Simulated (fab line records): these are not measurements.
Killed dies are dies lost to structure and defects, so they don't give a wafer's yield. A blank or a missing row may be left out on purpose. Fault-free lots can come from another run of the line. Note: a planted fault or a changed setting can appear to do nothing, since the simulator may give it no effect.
Which tool did it? -- flow gf180mcu -- 21 wafers from 7 lots sampled at 2 of the route's 602 steps

== WHAT THE GAUGES READ, wafer by wafer ==
GF_STI_THK_MEAS_30.
lot,measured,on,STI_OXIDATION_02_THK (nm)
L829,day 2 21:50,film_metro-04,10.13 10.03 9.99
L841,day 5 14:11,film_metro-02,10.25 10.25 10.20
L843,day 6 06:19,film_metro-03,10.08 10.03 10.16
L845,day 6 13:00,film_metro-03,10.01 10.12 10.01
L848,day 7 03:53,film_metro-04,10.26 10.09 10.46

== TOOL THAT RAN EACH LOT (tool first, then ch and the chambers of the sampled wafers, then the start) ==
lot,GF_STI_CVD_23
L829,"hdpcvd-01 ch 1,2, day 2 19:25"
L831,"hdpcvd-01 ch 0,1, day 3 05:40"
L833,"hdpcvd-02 ch 1,2, day 3 16:47"
L841,"hdpcvd-02 ch 0,1, day 5 09:56"
L843,"hdpcvd-01 ch 0,1, day 6 00:55"
L845,"hdpcvd-02 ch 0,1,2, day 6 07:31"
L848,"hdpcvd-02 ch 0,2, day 7 00:58"
- GF_STI_CVD_23: deposits SiO2, target thk 650 nm, time 108.3 s.

== THE ANSWER, worked out from the rows above alone ==
Rule: usual is defined by the lots themselves. The widest of any qualifying gaps counts: lots, ordered by their means at a reading, are off when they make up no more than a third of the lots, leave a main group of 4 or more, and stand apart from it by 3 or more times the standard deviation of that group's means. Not used: any main group whose means are identical at the precision the tables above print for the reading. Also off: a lot with no number at a reading for which 4 or more lots have one. The other lots that the step has rows for count as sound.
Across all readings shown, no lot is off: no conclusion can be drawn from this.

== WHAT HAD BEEN PUT IN BY THE SIMULATOR ==
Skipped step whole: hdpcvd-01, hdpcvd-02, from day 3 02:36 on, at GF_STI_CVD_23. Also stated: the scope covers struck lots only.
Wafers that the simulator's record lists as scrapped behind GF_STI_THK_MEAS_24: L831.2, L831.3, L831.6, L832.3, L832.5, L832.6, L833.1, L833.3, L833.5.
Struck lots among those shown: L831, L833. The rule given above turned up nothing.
